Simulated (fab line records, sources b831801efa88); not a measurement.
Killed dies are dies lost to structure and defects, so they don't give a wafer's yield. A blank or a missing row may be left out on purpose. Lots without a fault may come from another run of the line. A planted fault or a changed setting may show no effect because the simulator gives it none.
Chamber matching | flow gf180mcu | GF_V2_CMP_26 on cmp-02: 4 sister chambers
The step polishes, stops on SiO2, t overpolish 15 s, target thk 0 nm. 4 wafers are shown with their chamber, then 7 later ones without.

WAFERS WITH THEIR CHAMBER
wafer  | chamber | motor_current_A (A)
L162.5 | 2       | 10.6
L163.6 | 0       | 10.8
L168.2 | 3       | 13.7
L168.3 | 1       | 12.0

WAFERS WITHOUT THEIR CHAMBER
wafer  | motor_current_A (A)
L168.6 | 13.5
L178.1 | 10.9
L178.5 | 13.2
L178.6 | 10.6
L181.3 | 10.4
L181.4 | 12.9
L181.6 | 10.9

WHICH CHAMBER EACH WENT THROUGH
wafer  | from the rows above     | in truth
L168.6 | 3                       | 3
L178.1 | can't be placed: 0 or 2 | 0
L178.5 | can't be placed: 3 or 1 | 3
L178.6 | can't be placed: 2 or 0 | 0
L181.3 | can't be placed: 2 or 0 | 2
L181.4 | can't be placed: 3 or 1 | 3
L181.6 | can't be placed: 0 or 2 | 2
Placed correctly: 1 of 7. Can't be placed from these rows: 6 (the true chamber is among the candidates in 6). Placed wrongly: 0.
How it was worked out, from the rows above alone: a wafer's distance from a chamber is the root of the sum, over the readings, of the square of ((its reading less the chamber's mean) divided by the reading's scatter). The wafer belongs to the nearest chamber; if the next one is less than 2 further off, it can't be placed. A chamber's mean is the mean of its shown wafers. The scatter: with one shown wafer a chamber, the root of the mean of the squares of how far each hidden wafer lies from its nearest shown one.
